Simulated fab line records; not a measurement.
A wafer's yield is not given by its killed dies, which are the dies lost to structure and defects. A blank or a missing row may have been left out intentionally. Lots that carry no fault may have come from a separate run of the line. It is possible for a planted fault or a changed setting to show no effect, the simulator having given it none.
Which tool is to blame? -- flow sky130 -- 14 lots with 42 wafers sampled at 2 steps, on a route of 708 steps

== WHAT THE GAUGES SHOWED, per wafer ==
The record lacks any reading of a measuring or inspecting step that a usual standard deviation could be used to judge.

== TOOL THAT RAN EACH LOT (tool first, then ch and the chambers of the sampled wafers, then the start) ==
lot,SKY_VIA1_SOFTBAKE_08,SKY_PAD_OPEN_PROBE_99
L319,"litho track-03 ch 0, day 32 18:00",-
L323,"litho track-03 ch 0, day 34 07:00",-
L324,"litho track-04 ch 0, day 34 13:00",-
L326,"litho track-03 ch 0, day 35 08:00",-
L327,"litho track-03 ch 0, day 35 21:00",-
L330,"litho track-02 ch 0, day 37 10:00","prober-02, day 48 11:19"
L331,"litho track-04 ch 0, day 37 12:00",-
L334,"litho track-04 ch 0, day 38 06:00",-
L335,"litho track-02 ch 0, day 38 15:00",-
L336,"litho track-02 ch 0, day 38 22:00",-
L337,"litho track-03 ch 0, day 39 05:00",-
L338,"litho track-03 ch 0, day 39 06:00",-
L339,"litho track-02 ch 0, day 39 14:00",-
L342,"litho track-04 ch 0, day 40 03:00",-
- SKY_VIA1_SOFTBAKE_08: time 90 s.
- SKY_PAD_OPEN_PROBE_99

== AS READ BY THE TOOLS THEMSELVES (means over the sampled wafers that have a number; for cases with no such wafer, the mark the record gives instead) ==
SKY_VIA1_SOFTBAKE_08.
lot,tool,heater power total W (W),plate temp C (C)
L319,litho track-03,57.30,100.07
L323,litho track-03,57.32,100.15
L324,litho track-04,57.31,99.80
L326,litho track-03,55.80,97.87
L327,litho track-03,55.81,97.94
L330,litho track-02,57.42,100.09
L331,litho track-04,57.41,99.94
L334,litho track-04,57.36,100.02
L335,litho track-02,57.40,99.99
L336,litho track-02,57.40,100.03
L337,litho track-03,57.32,99.98
L338,litho track-03,57.37,99.96
L339,litho track-02,57.32,100.02
L342,litho track-04,57.36,99.97

SKY_PAD_OPEN_PROBE_99.
lot,tool,defect limited yield (%),killed_at_M0_to_M3,killed_at_M4_up,killed at contacts,killed at front end,killed at other,killed dies,killed open,killed short,sort_bin_3_pad_short (%),sort_bin_5_function (%),sort_bin_6_memory (%),sort n pass,sort yield pct (%)
L330,prober-02,82.1,47,3.0,21,17,0.3,88,49,39,1.4,9.4,7.0,404,82.1

== THE ANSWER, worked out from the rows above alone ==
Rule: what is usual is taken from the lots themselves. Put in order of their means at a reading, lots are off if they are a third of the lots or fewer, leave a main group of 4 or more, and stand apart from it by a gap of 3 or more times the standard deviation of the main group's means; of several such gaps the widest counts. If all means in a main group match to the digits the tables above print for the reading, that group is not used. A lot without any number at a reading at which 4 lots or more have one is off too. The other lots that the step has rows for count as sound. The gauges are gone through in route order, then the tools' own readings, and for those a lot's mean is taken as printed above. The first step at which some lot is off is used, and at that step the reading that is off furthest; a lot without a number counts as furthest.
Off at SKY_VIA1_SOFTBAKE_08 (heater power total W): L326, L327. The main group: mean 57.36 W, standard deviation 0.041.
If a tool, at that step or one of the process steps before it, ran each lot that is off and ran no sound lot following the first of them, it fits. Of those tried, none fits.

== WHAT WAS PUT IN BY THE SIMULATOR ==
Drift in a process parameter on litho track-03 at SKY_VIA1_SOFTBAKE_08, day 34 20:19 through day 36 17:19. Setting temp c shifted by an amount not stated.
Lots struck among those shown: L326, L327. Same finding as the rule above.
